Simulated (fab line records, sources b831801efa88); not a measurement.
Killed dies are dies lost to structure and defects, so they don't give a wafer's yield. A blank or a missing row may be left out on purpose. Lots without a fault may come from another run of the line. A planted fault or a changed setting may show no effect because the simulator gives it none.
fab line records | flow sky130
record lots=6 wafers=18 last_day=50
route steps=708 shown SD_N@350 SD_P@359 RES_XHIGH@360 SALICIDE@361 LI_CONTACT@362 PAD_OPEN@708
lots that met no fault: from a run of the same line without faults
start_h: hours from the record's first day to the start of the lot's first wafer shown | wait_h: hours since the lot's step before | " the same as in the row above | L1.1+2: a row that stands for several wafers | - no value, or no start given | * or withheld: withheld | < > ~ a bound
route shown NAME@n: a module of which the file shows steps, and the number in the route of the first | usual: mean/standard deviation of fault-free wafers | same: alike in all rows | chamber/n: place in a boat | sites: the reading at each site | _std_site: their standard deviation | _edge_site: outer sites' mean less inner sites' | radius_mm: how far each site lies from the wafer's centre | mask NAME#n: copy n | behind: the tool/chamber that last shaped the wafer | hold: why the lot was held/for how many hours/how that ended | device: the transistor (n, p or np) that didn't switch | end of line: the same wafers' tests at the end of the route | a step without rows: its recipe alone | killed: dies lost to structure and defects at the first sort, not the wafer's yield | map: a wafer's dies, x killed, . not, _ none there
set.NAME: the setting as run; set.NAME@STEP: as run at that earlier step | model.NAME: the simulator's own value behind a step, which no gauge read
lots at some steps of the route; a table a step, a row a wafer
services: from which hour (start_h, from the record's first day; less than 0 if before it) a tool's chamber was out of use, for how many hours, and why
## steps
# step SKY_SD_N_OVL_MEAS_08
# usual SD_N_OVL=0.8/1.3
# columns lot.wafer tool chamber start_h wait_h SD_N_OVL[nm]
L702.1 overlay-02 - 645.65 0.1 -1.7
L702.4 " - " " -0.2
L702.6 " - " " -1.4
L709.3 overlay-01 - 704.31 0.1 1.1
L709.4 " - " " 3.3
L709.6 " - " " 1.6
L711.2 overlay-01 - 726.34 0.1 -1.6
L711.4 " - " " -1.5
L711.6 " - " " -2.0
L721.1 overlay-01 - 802.65 0.1 1.3
L721.4 " - " " 0.2
L721.6 " - " " 0.5
L722.3 overlay-02 - 815.15 0.1 1.0
L722.5 " - " " -0.2
L722.6 " - " " 0.5
L724.2 overlay-01 - 826.30 0.1 -1.0
L724.3 " - " " -0.1
L724.5 " - " " 0.5
# step SKY_SD_N_IMPLANT_09
# recipe species=As energy_kev=50 dose_cm2=4e+15 tilt_deg=0
# step SKY_SD_N_IMPLANT_10
# recipe species=P energy_kev=20 dose_cm2=1e+14 tilt_deg=0
# step SKY_SD_N_STRIP_11
# recipe chemistry=O2/N2 power_w=1400 pressure_mtorr=1500 platen_temp_c=withheld o2_flow_sccm=3000 n2_flow_sccm=300 overash_fraction=0.5
# usual drypump_motor_current_A=5.5/0.36 oes_product_au=0.527/0.0045 strip_time_to_endpoint_s=22.54/0.038
# columns lot.wafer tool chamber start_h wait_h drypump_motor_current_A oes_product_au rf_hours_counter_h strip_time_to_endpoint_s
L702.1 plasma_asher-03 1 645.98 0.1 5.9 0.527 19 22.46
L702.4 " 0 " " 5.5 0.530 - 22.50
L702.6 " 0 " " 5.5 0.522 - 22.51
L709.3 plasma_asher-04 1 704.67 0.1 4.9 0.519 - 22.53
L709.4 " 0 " " 5.4 0.533 - 22.54
L709.6 " 0 " " 5.4 0.527 - 22.56
L711.2 plasma_asher-04 1 726.67 0.1 4.9 0.518 93 22.51
L711.4 " 1 " " 4.9 0.529 - 22.52
L711.6 " 1 " " 4.9 0.525 - 22.49
L721.1 plasma_asher-03 0 802.99 0.1 5.5 0.530 34 22.56
L721.4 " 0 " " 5.5 0.526 - 22.60
L721.6 " 1 " " 5.9 0.522 - 22.53
L722.3 plasma_asher-01 0 815.51 0.1 6.0 0.525 - 22.57
L722.5 " 1 " " 5.5 0.531 - 22.57
L722.6 " 0 " " 5.9 0.524 - 22.62
L724.2 plasma_asher-04 1 826.63 0.1 4.9 0.529 103 22.57
L724.3 " 1 " " 4.9 0.522 - 22.60
L724.5 " 0 " " 5.4 0.532 - 22.62
# step SKY_SD_N_TW_MEAS_12
# usual SD_N_TW=3959/42
# columns lot.wafer tool chamber start_h wait_h SD_N_TW
L702.1 film_metro-03 - 646.08 0.1 4020
L702.4 " - " " 4014
L702.6 " - " " 4011
L709.3 film_metro-01 - 704.75 0.1 3931
L709.4 " - " " 3935
L709.6 " - " " 3927
L711.2 film_metro-01 - 726.78 0.1 3923
L711.4 " - " " 3923
L711.6 " - " " 3913
L721.1 film_metro-02 - 803.09 0.1 3926
L721.4 " - " " 3944
L721.6 " - " " 3942
L722.3 film_metro-03 - 815.59 0.1 3968
L722.5 " - " " 3991
L722.6 " - " " 3988
L724.2 film_metro-01 - 826.74 0.1 3928
L724.3 " - " " 3936
L724.5 " - " " 3938
# step SKY_SD_N_CLEAN_13
# recipe chemistry=SC1/SC2 mix=1:4:20 temp_c=70 time_s=150 dry=n2_spin
# step SKY_SD_N_RTA_14
# recipe temp_c=1075 time_s=2 idle_temp_c=650 ramp_up_c_per_s=150 ramp_down_c_per_s=90 ambient=N2
# usual anneal_temp_c_max=1081.2/1.4 lamp_power_pct=15.74/0.053 wafer_temp_C_max=1078.1/1.5
# columns lot.wafer tool chamber start_h wait_h anneal_temp_c_max lamp_power_pct wafer_temp_C_max
L702.1 rtp_anneal-02 0 646.19 0.0 1082.3 15.81 1077.9
L702.4 " 0 " " 1081.8 15.71 1077.1
L702.6 " 0 " " 1083.0 15.72 1077.3
L709.3 rtp_anneal-01 0 704.86 0.0 1079.7 15.73 1076.8
L709.4 " 0 " " 1079.9 15.75 1078.3
L709.6 " 0 " " 1082.3 15.73 1079.0
L711.2 rtp_anneal-01 0 726.89 0.0 1080.3 15.81 1078.6
L711.4 " 0 " " 1080.2 15.71 1081.1
L711.6 " 0 " " 1080.6 15.65 1076.7
L721.1 rtp_anneal-01 0 803.20 0.0 1081.9 15.76 1079.1
L721.4 " 0 " " 1079.4 15.76 1078.7
L721.6 " 0 " " 1081.9 15.73 1077.6
L722.3 rtp_anneal-01 0 815.72 0.0 1080.4 15.76 1080.0
L722.5 " 0 " " 1081.2 15.74 1078.0
L722.6 " 0 " " 1081.6 15.80 1076.0
L724.2 rtp_anneal-02 0 826.85 0.0 1082.8 15.70 1076.8
L724.3 " 0 " " 1081.3 15.68 1077.8
L724.5 " 0 " " 1082.0 15.77 1078.6
# step SKY_SD_N_RS_MEAS_16
# recipe thk_meas_gauge=four-point-probe
# usual SD_N_RS=68.57/0.12
# columns lot.wafer tool chamber start_h wait_h SD_N_RS[ohm/sq]
L702.1 film_metro-02 - 646.37 0.1 68.53
L702.4 " - " " 68.53
L702.6 " - " " 68.56
L709.3 film_metro-02 - 705.06 0.1 68.56
L709.4 " - " " 68.51
L709.6 " - " " 68.62
L711.2 film_metro-02 - 727.07 0.1 68.47
L711.4 " - " " 68.55
L711.6 " - " " 68.53
L721.1 film_metro-03 - 803.43 0.1 68.36
L721.4 " - " " 68.48
L721.6 " - " " 68.38
L722.3 film_metro-03 - 815.95 0.1 68.54
L722.5 " - " " 68.63
L722.6 " - " " 68.43
L724.2 film_metro-03 - 827.04 0.1 68.46
L724.3 " - " " 68.38
L724.5 " - " " 68.32
# step SKY_SD_N_RS_MEAS_17
# recipe thk_meas_gauge=four-point-probe
# usual SD_P_RS=147.1/0.39
# columns lot.wafer tool chamber start_h wait_h SD_P_RS[ohm/sq]
L702.1 film_metro-02 - 646.49 0.1 147.4
L702.4 " - " " 146.6
L702.6 " - " " 146.8
L709.3 film_metro-02 - 705.18 0.1 147.2
L709.4 " - " " 146.7
L709.6 " - " " 147.2
L711.2 film_metro-02 - 727.19 0.1 146.6
L711.4 " - " " 147.6
L711.6 " - " " 147.3
L721.1 film_metro-03 - 803.55 0.1 146.4
L721.4 " - " " 146.7
L721.6 " - " " 146.7
L722.3 film_metro-03 - 816.07 0.1 146.9
L722.5 " - " " 146.9
L722.6 " - " " 146.3
L724.2 film_metro-03 - 827.16 0.1 146.7
L724.3 " - " " 146.3
L724.5 " - " " 147.0
# step SKY_SD_N_RS_MEAS_18
# recipe thk_meas_gauge=four-point-probe
# usual RES_XHIGH_RS=333.5/1.3
# columns lot.wafer tool chamber start_h wait_h RES_XHIGH_RS[ohm/sq]
L702.1 film_metro-02 - 646.61 0.1 332.1
L702.4 " - " " 332.2
L702.6 " - " " 331.5
L709.3 film_metro-02 - 705.30 0.1 335.6
L709.4 " - " " 335.4
L709.6 " - " " 334.9
L711.2 film_metro-02 - 727.31 0.1 334.9
L711.4 " - " " 335.2
L711.6 " - " " 334.5
L721.1 film_metro-03 - 803.67 0.1 331.5
L721.4 " - " " 330.9
L721.6 " - " " 333.2
L722.3 film_metro-03 - 816.19 0.1 331.8
L722.5 " - " " 331.3
L722.6 " - " " 333.5
L724.2 film_metro-03 - 827.28 0.1 333.9
L724.3 " - " " 334.1
L724.5 " - " " 333.5
# step SKY_SALICIDE_CLEAN_00
# recipe chemistry=HF-last time_s=30 dilution=100:1 dry=ipa_marangoni
# step SKY_LI_CONTACT_HDPCVD_00
# recipe material=PSG target_thk_nm=930 sigma_open_frac=0.3 time_s=155 temp_c=600 sih4_flow_sccm=60 pressure_mtorr=6
# usual sih4_flow_sccm=59.97/0.19
# columns lot.wafer tool chamber start_h wait_h sih4_flow_sccm model.PSG_of_LI_CONTACT_HDPCVD_00.thk_nm
L702.1 hdpcvd-02 2 646.75 0.0 59.92 919.3
L702.4 " 1 " " 59.74 907.4
L702.6 " 0 " " 59.87 921.5
L709.3 hdpcvd-02 2 705.39 0.0 72.35 1123
L709.4 " 1 " " 72.04 1124
L709.6 " 2 " " 72.50 1129
L711.2 hdpcvd-02 2 727.43 0.0 72.15 1102
L711.4 " 0 " " 72.20 1113
L711.6 " 1 " " 71.98 1102
L721.1 hdpcvd-02 1 803.92 0.1 60.17 923
L721.4 " 2 " " 59.86 926.8
L721.6 " 1 " " 60.12 913.9
L722.3 hdpcvd-02 0 816.29 0.0 60.03 933.4
L722.5 " 0 " " 60.13 936
L722.6 " 1 " " 60.06 936.9
L724.2 hdpcvd-02 2 827.39 0.0 59.96 917.5
L724.3 " 1 " " 59.64 925.6
L724.5 " 1 " " 59.99 919
# step SKY_LI_CONTACT_THK_MEAS_01
# recipe reads=PSG_of_LI_CONTACT_HDPCVD_00
# usual LI_CONTACT_HDPCVD_THK=931/9.1
# columns lot.wafer tool chamber start_h wait_h LI_CONTACT_HDPCVD_THK[nm]
L702.1 film_metro-03 - 646.85 0.1 920
L702.4 " - " " 908
L702.6 " - " " 921
L709.3 film_metro-01 - 705.52 0.1 1123
L709.4 " - " " 1124
L709.6 " - " " 1129
L711.2 film_metro-01 - 727.55 0.1 1102
L711.4 " - " " 1112
L711.6 " - " " 1102
L721.1 film_metro-01 - 804.03 0.1 923
L721.4 " - " " 927
L721.6 " - " " 914
L722.3 film_metro-01 - 816.41 0.1 933
L722.5 " - " " 936
L722.6 " - " " 937
L724.2 film_metro-02 - 827.51 0.1 918
L724.3 " - " " 926
L724.5 " - " " 920
# step SKY_LI_CONTACT_CMP_02
# recipe material=PSG down_force_psi=4 platen_rpm=60 pad_velocity_m_s=0.94248
# usual motor_current_A=11.4/0.93 time_to_endpoint_s=32.0/2.4
# columns lot.wafer tool chamber start_h wait_h motor_current_A time_to_endpoint_s
L702.1 cmp-01 0 646.91 0.1 12.9 28.5
L702.4 " 2 " " 11.1 29.4
L702.6 " 1 " " 11.5 30.3
L709.4 cmp-02 2 705.56 0.0 12.7 50.2
L709.3 " 3 " " 11.0 53.7
L709.6 " 2 " " 12.9 51.3
L711.4 cmp-01 1 727.60 0.0 11.6 49.3
L711.2 " 2 " " 11.6 48.9
L711.6 " 2 " " 10.9 48.8
L721.1 cmp-01 3 804.33 0.3 10.4 30.7
L721.4 " 1 " " 10.6 31.9
L721.6 " 3 " " 10.5 29.1
L722.3 cmp-01 0 816.88 0.5 12.5 31.7
L722.6 " 3 " " 10.4 32.1
L722.5 " 0 " " 12.8 30.4
L724.2 cmp-02 2 827.95 0.4 12.7 32.4
L724.3 " 1 " " 10.1 34.5
L724.5 " 2 " " 12.5 30.0
# step SKY_LI_CONTACT_BOW_MEAS_03
# recipe mode=bow
# usual LI_CONTACT_BOW=57/6.6
# columns lot.wafer tool chamber start_h wait_h LI_CONTACT_BOW[um]
L702.1 film_metro-03 - 647.21 0.2 57
L702.4 " - " " 58
L702.6 " - " " 38
L709.3 film_metro-01 - 705.90 0.2 54
L709.4 " - " " 61
L709.6 " - " " 63
L711.2 film_metro-02 - 727.92 0.2 56
L711.4 " - " " 59
L711.6 " - " " 60
L721.1 film_metro-03 - 804.58 0.2 59
L721.4 " - " " 59
L721.6 " - " " 60
L722.3 film_metro-02 - 817.17 0.2 43
L722.5 " - " " 49
L722.6 " - " " 67
L724.2 film_metro-03 - 828.27 0.3 55
L724.3 " - " " 55
L724.5 " - " " 67
# step SKY_PAD_OPEN_PROBE_99
# usual killed_at_M0_to_M3=44/7.2 killed_at_M4_up=3.0/1.9 killed_at_contacts=25/4.8 killed_at_front_end=16/4.2 killed_at_other=0.2/0.44 killed_dies=88/9.3 killed_open=48/7.1 killed_short=40/6.5
# same gross_dies=492 killed_at_back_side=0
# columns lot.wafer tool chamber start_h wait_h killed_at_M0_to_M3 killed_at_M4_up killed_at_contacts killed_at_front_end killed_at_other killed_dies killed_open killed_short
L702.1 prober-01 - 1076.11 0.1 55 2 26 18 0 101 58 43
L702.4 prober-01 - 1076.26 0.2 44 2 23 17 0 86 57 29
L702.6 prober-01 - 1076.36 0.2 41 1 26 21 0 89 47 42
L711.2 prober-02 - 1133.54 0.1 41 3 27 12 0 83 49 34
L711.4 prober-02 - 1133.64 0.2 40 7 30 24 0 101 47 54
L711.6 prober-02 - 1133.74 0.2 40 2 27 18 0 87 48 39
L724.2 prober-01 - 1196.55 0.1 60 1 22 21 1 105 57 48
L724.3 prober-01 - 1196.60 0.2 41 4 21 19 0 85 51 34
L724.5 prober-01 - 1196.70 0.2 41 5 18 13 0 77 48 29
# killed by level:class
L702.1 VIA1:geometric_particle:open=19 LI_CONTACT:geometric_particle:open=9 VIA1:geometric_particle:short=8 VIA3:geometric_particle:open=7 FIELD_ISO:geometric_particle:open=6 METAL2:geometric_particle:short=6 POLY_GATE:geometric_particle:open=5 CONTACT:geometric_particle:open=5
L702.4 CONTACT:geometric_particle:open=14 VIA1:geometric_particle:open=14 METAL2:geometric_particle:short=7 VIA2:geometric_particle:open=7 POLY_GATE:geometric_particle:open=6 VIA3:geometric_particle:open=6 CONTACT:geometric_particle:short=5 FIELD_ISO:geometric_particle:short=4
L702.6 METAL1:geometric_particle:short=10 CONTACT:geometric_particle:open=8 LI_CONTACT:geometric_particle:open=7 FIELD_ISO:geometric_particle:open=6 VIA2:geometric_particle:open=6 VIA1:geometric_particle:open=6 VIA1:geometric_particle:short=6 POLY_GATE:geometric_particle:short=5
L711.2 CONTACT:geometric_particle:open=9 LI_CONTACT:geometric_particle:open=9 VIA1:geometric_particle:open=7 VIA3:geometric_particle:open=7 METAL1:geometric_particle:short=6 VIA2:geometric_particle:open=6 LOCAL_INTERCONNECT:geometric_particle:short=4 CONTACT:geometric_particle:short=4
L711.4 METAL2:geometric_particle:short=11 LI_CONTACT:geometric_particle:open=9 VIA3:geometric_particle:open=8 FIELD_ISO:geometric_particle:open=6 LI_CONTACT:geometric_particle:short=6 CONTACT:geometric_particle:open=6 FIELD_ISO:geometric_particle:short=5 CONTACT:geometric_particle:short=5
L711.6 CONTACT:geometric_particle:open=12 VIA1:geometric_particle:short=8 VIA3:geometric_particle:open=8 FIELD_ISO:geometric_particle:open=7 CONTACT:geometric_particle:short=7 VIA1:geometric_particle:open=7 LI_CONTACT:geometric_particle:open=6 FIELD_ISO:geometric_particle:short=4
L724.2 VIA2:geometric_particle:open=13 CONTACT:geometric_particle:open=8 VIA1:geometric_particle:open=8 VIA2:geometric_particle:short=8 VIA3:geometric_particle:open=8 LI_CONTACT:geometric_particle:open=7 FIELD_ISO:geometric_particle:short=6 FIELD_ISO:geometric_particle:open=5
L724.3 LI_CONTACT:geometric_particle:open=8 CONTACT:geometric_particle:open=8 VIA3:geometric_particle:open=8 POLY_GATE:geometric_particle:open=6 METAL1:geometric_particle:short=6 VIA2:geometric_particle:open=6 FIELD_ISO:geometric_particle:short=5 METAL1:geometric_particle:open=5
L724.5 VIA1:geometric_particle:open=8 FIELD_ISO:geometric_particle:open=7 CONTACT:geometric_particle:open=7 VIA2:geometric_particle:open=5 LI_CONTACT:geometric_particle:open=5 CONTACT:geometric_particle:short=5 METAL1:geometric_particle:short=5 VIA1:geometric_particle:short=4
## services
# columns tool chamber start_h hours kind
plasma_asher-04 - 624.06 4.9 repair
rtp_anneal-01 - 624.88 33.0 pm
plasma_asher-03 - 642.71 2.8 pm
plasma_asher-03 - 646.87 0.6 repair
hdpcvd-02 - 650.75 15.0 pm
hdpcvd-02 0 650.75 15.0 vent_cycle
hdpcvd-02 1 650.75 15.0 vent_cycle
hdpcvd-02 2 650.75 15.0 vent_cycle
hdpcvd-02 0 665.75 - clean
plasma_asher-01 - 701.64 20.0 pm
cmp-01 - 714.75 5.1 repair
plasma_asher-04 - 731.74 2.8 pm
plasma_asher-01 - 733.75 9.0 pm
plasma_asher-03 - 734.96 14.6 pm
plasma_asher-01 - 736.25 8.4 repair
cmp-02 - 744.00 4.0 pm
cmp-02 - 755.60 2.5 repair
cmp-02 - 756.77 61.1 repair
hdpcvd-02 1 758.38 10.2 repair
cmp-02 - 767.53 1.0 repair
plasma_asher-04 - 767.82 5.9 pm
cmp-02 - 806.56 2.3 repair
cmp-02 - 817.88 5.0 pm
cmp-01 - 822.86 5.5 pm
## key
first_sign step=SKY_LI_CONTACT_HDPCVD_00 reading=sih4_flow_sccm direction=up sigmas=63 usual=59.97 struck=72.20
effect step=SKY_LI_CONTACT_THK_MEAS_01 reading=LI_CONTACT_HDPCVD_THK direction=up sigmas=20 usual=931 struck=1115
effect step=SKY_LI_CONTACT_CMP_02 reading=time_to_endpoint_s direction=up sigmas=7.8 usual=* struck=*
model_effect step=SKY_LI_CONTACT_HDPCVD_00 value=PSG_of_LI_CONTACT_HDPCVD_00.thk_nm without=929.5 struck=1116
met_at SKY_LI_CONTACT_HDPCVD_00
struck_wafers L709.3,L709.4,L709.6,L711.2,L711.4,L711.6
tester_left_out L709,L711
onset_between 646.75 705.39
fault kind=process_parameter_drift tool=hdpcvd-02 chamber=- onset_h=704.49 steps=SKY_LI_CONTACT_HDPCVD_00 channel=sih4_flow_sccm offset=12 shape=step end_h=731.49 acts_in=these_recipes_only stated=60
# tester_left_out: of these lots the tester's yield and bins aren't shown, on N5 and GAA mostly nor the transistor test; their killed dies are dies lost to structure and defects alone, not to doping, threshold or leakage, so they don't give the yield
